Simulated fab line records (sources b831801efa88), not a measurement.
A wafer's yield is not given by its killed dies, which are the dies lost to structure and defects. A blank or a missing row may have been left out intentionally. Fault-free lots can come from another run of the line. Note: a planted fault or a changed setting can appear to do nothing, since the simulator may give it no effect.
Which of the tools did it?	flow gf180mcu	36 wafers from 12 lots sampled at 7 of the route's 602 steps

WHAT THE GAUGES READ, wafer by wafer
GF_STI_THK_MEAS_04. Usual: STI_CVD_03_THK typically reads 207.6 nm, with standard deviation 1.8.
lot	measured	on	STI_CVD_03_THK (nm)	flag
L592	day 1 13:46	film_metro-04	212.2 208.2 212.3	
L593	day 1 18:49	film_metro-01	207.3 207.5 206.0	
L594	day 1 23:34	film_metro-03	205.5 204.3 206.3	
L595	day 2 05:04	film_metro-03	204.6 207.1 207.2	
L596	day 2 09:46	film_metro-04	210.4 210.6 210.9	
L597	day 2 14:34	film_metro-04	205.3 206.5 207.4	
L598	day 2 20:40	film_metro-01	208.8 207.2 210.9	
L599	day 3 01:55	film_metro-01	206.9 208.4 206.7	
L601	day 3 10:38	film_metro-03	205.2 204.4 204.3	
L603	day 3 20:35	film_metro-04	208.1 208.1 208.6	
L604	day 4 01:46	film_metro-03	206.4 206.7 206.5	
L605	day 4 06:34	film_metro-03	331.1 333.6 330.9	OFF

GF_V2_THK_MEAS_01. Usual: V2_CVD_00_THK typically reads 600 nm, with standard deviation 6.6.
lot	measured	on	V2_CVD_00_THK (nm)	flag
L592	day 19 04:37	film_metro-02	603 600 594	
L593	day 19 16:20	film_metro-04	586 590 587	
L594	day 20 08:50	film_metro-02	605 609 611	
L595	day 20 20:04	film_metro-04	599 598 596	
L596	day 21 04:41	film_metro-04	604 607 601	
L597	day 21 12:08	film_metro-04	602 605 601	
L598	day 21 17:23	film_metro-04	594 590 596	
L599	day 22 14:44	film_metro-01	615 603 614	
L601	day 23 00:57	film_metro-04	598 595 600	
L603	day 23 15:46	film_metro-04	608 606 599	
L604	day 23 22:29	film_metro-02	606 603 608	

GF_V2_BOW_MEAS_05. Usual: V2_BOW typically reads 99 um, with standard deviation 7.
lot	measured	on	V2_BOW (um)	flag
L592	day 19 05:05	film_metro-04	103 98 102	
L593	day 19 16:50	film_metro-02	91 84 99	
L594	day 20 09:20	film_metro-02	100 97 100	
L595	day 20 20:38	film_metro-04	106 101 102	
L596	day 21 05:10	film_metro-04	99 102 96	
L597	day 21 12:38	film_metro-01	106 98 91	
L598	day 21 17:55	film_metro-01	94 99 92	
L599	day 22 15:13	film_metro-04	87 83 97	
L601	day 23 01:35	film_metro-01	96 105 93	
L603	day 23 16:16	film_metro-04	102 98 111	
L604	day 23 22:59	film_metro-01	99 100 94	

GF_V2_OVL_MEAS_15. Usual: V2_OVL typically reads 0 nm, with standard deviation 5.6.
lot	measured	on	V2_OVL (nm)	flag
L592	day 20 04:41	overlay-02	4 -1 4	
L593	day 20 17:25	overlay-01	-5 -4 -5	
L594	day 21 09:40	overlay-01	4 2 0	
L595	day 21 21:16	overlay-02	0 8 7	
L596	day 22 04:50	overlay-02	-4 -4 -6	
L597	day 22 12:43	overlay-01	-4 -2 0	
L598	day 22 17:47	overlay-02	1 1 7	
L599	day 23 13:53	overlay-02	-4 -2 -3	
L601	day 24 01:05	overlay-02	3 5 2	
L603	day 24 18:55	overlay-02	-1 2 3	
L604	day 24 20:41	overlay-01	0 -4 0	

TOOL THAT RAN EACH LOT (tool first, then ch and the chambers of the sampled wafers, then the start)
lot	GF_STI_CVD_03	GF_STI_ETCH_13	GF_STI_ETCH_14
L592	lpcvd-02 ch 1, day 1 11:47	rie_diel-04 ch 0,2,3, day 2 01:56	rie_si-01 ch 1,2,3, day 2 02:01
L593	lpcvd-01 ch 1, day 1 16:50	rie_diel-02 ch 2,3, day 2 07:07	rie_si-01 ch 1,3, day 2 07:12
L594	lpcvd-01 ch 0, day 1 21:34	rie_diel-04 ch 1,2,3, day 2 12:01	rie_si-01 ch 0,3, day 2 12:06
L595	lpcvd-01 ch 0, day 2 03:05	rie_diel-03 ch 0,1,2, day 2 17:40	rie_si-01 ch 0,1,2, day 2 17:45
L596	lpcvd-02 ch 0, day 2 07:46	rie_diel-03 ch 0,1,2, day 2 22:14	rie_si-02 ch 0,2,3, day 2 22:19
L597	lpcvd-01 ch 1, day 2 12:34	rie_diel-03 ch 1,2,3, day 3 02:52	rie_si-01 ch 0,3, day 3 02:57
L598	lpcvd-02 ch 1, day 2 17:41	rie_diel-03 ch 0,1,3, day 3 09:47	rie_si-01 ch 0,2,3, day 3 09:52
L599	lpcvd-01 ch 1, day 2 23:55	rie_diel-04 ch 0,1,2, day 3 14:58	rie_si-02 ch 0,1,3, day 3 15:03
L601	lpcvd-01 ch 1, day 3 08:37	rie_diel-03 ch 0,1,3, day 3 23:47	rie_si-01 ch 1,3, day 3 23:52
L603	lpcvd-01 ch 0, day 3 18:34	rie_diel-03 ch 1,3, day 4 09:37	rie_si-02 ch 0,2,3, day 4 09:42
L604	lpcvd-01 ch 0, day 3 23:44	rie_diel-04 ch 0,1, day 4 15:31	rie_si-02 ch 0,1,3, day 4 15:36
L605	lpcvd-01 ch 0, day 4 04:34	rie_diel-04 ch 2,3, day 4 21:10	rie_si-02 ch 0,1,2, day 4 21:15
- GF_STI_CVD_03: deposits Si3N4 from DCS/NH3, target thk 207.16 nm, time 3551 s.
- GF_STI_ETCH_13: etches the open film in CHF3/O2, stops on Si, target depth 282.31 nm, time 112.9 s.
- GF_STI_ETCH_14: etches Si in HBr/Cl2/O2, target depth 360 nm, time 102.9 s.

WHAT THE TOOLS THEMSELVES READ (means of the sampled wafers that have a number; where no wafer has one, the mark that the record gives instead)
GF_STI_CVD_03. Usual: zone_power_upper_pct at 12.6 %, with a standard deviation of 0.9.
lot	tool	zone_power_upper_pct (%)	flag
L592	lpcvd-02	12.7	
L593	lpcvd-01	12.8	
L594	lpcvd-01	13.7	
L595	lpcvd-01	13.6	
L596	lpcvd-02	10.8	
L597	lpcvd-01	12.9	
L598	lpcvd-02	12.3	
L599	lpcvd-01	12.8	
L601	lpcvd-01	12.8	
L603	lpcvd-01	13.7	
L604	lpcvd-01	13.5	
L605	lpcvd-01	13.7	

GF_STI_ETCH_13. Usual: drypump_motor_current_A 5.8 A, standard deviation 0.37; oes_product_au 0.834 a.u., standard deviation 0.0062; throttle_valve_pct 8.810 %, standard deviation 0.0094.
lot	tool	drypump_motor_current_A (A)	oes_product_au (a.u.)	throttle_valve_pct (%)	flag
L592	rie_diel-04	5.9	0.843	8.816	
L593	rie_diel-02	5.9	0.833	8.808	
L594	rie_diel-04	5.7	0.830	8.817	
L595	rie_diel-03	5.9	0.829	8.810	
L596	rie_diel-03	5.9	0.841	8.808	
L597	rie_diel-03	6.1	0.834	8.815	
L598	rie_diel-03	5.6	0.836	8.811	
L599	rie_diel-04	5.8	0.837	8.814	
L601	rie_diel-03	5.6	0.831	8.807	
L603	rie_diel-03	5.8	0.836	8.816	
L604	rie_diel-04	5.8	0.835	8.802	
L605	rie_diel-04	5.8	1.006	8.853	OFF

GF_STI_ETCH_14. Usual: drypump_motor_current_A 5.90 A, standard deviation 0.19; oes_product_au 0.998 a.u., standard deviation 0.012; throttle_valve_pct 25.658 %, standard deviation 0.011.
lot	tool	drypump_motor_current_A (A)	oes_product_au (a.u.)	throttle_valve_pct (%)	flag
L592	rie_si-01	5.90	0.997	25.660	
L593	rie_si-01	5.81	0.995	25.655	
L594	rie_si-01	5.90	1.002	25.664	
L595	rie_si-01	6.06	0.997	25.661	
L596	rie_si-02	5.85	1.000	25.658	
L597	rie_si-01	5.90	1.006	25.655	
L598	rie_si-01	5.93	0.992	25.668	
L599	rie_si-02	5.88	0.990	25.658	
L601	rie_si-01	5.84	0.998	25.663	
L603	rie_si-02	5.83	1.003	25.655	
L604	rie_si-02	5.87	0.998	25.664	
L605	rie_si-02	5.74	0.354	26.094	OFF

THE ANSWER, worked out from the rows above alone
Rule: a lot is off if the mean of its wafers that have a number lies more than 3 standard deviations from the usual mean. Also off: a lot with no number at a reading for which 4 or more lots have one. The other lots that the step has rows for count as sound. Order of review: gauges by route order, followed by the tools' own readings, for which a lot's mean as printed above is used. At the first step where some lot is off, the reading lying furthest off is the one used; lots without a number count as furthest.
Off: L605, seen at GF_STI_THK_MEAS_04 (STI_CVD_03_THK).
If a tool, at a process step before that reading, ran all the lots that are off and no sound lot after the first of them, it fits. The gauges at GF_STI_THK_MEAS_04 aren't tried: what is off there is off at GF_STI_ETCH_13 too, on other tools, and a gauge's error can't cause that. One fits: GF_STI_CVD_03 on lpcvd-01. Its last sound lot is L604 (day 3 23:44), its first lot that is off L605 (day 4 04:34): a fault that began between those two fits.

WHAT THE SIMULATOR PUT IN
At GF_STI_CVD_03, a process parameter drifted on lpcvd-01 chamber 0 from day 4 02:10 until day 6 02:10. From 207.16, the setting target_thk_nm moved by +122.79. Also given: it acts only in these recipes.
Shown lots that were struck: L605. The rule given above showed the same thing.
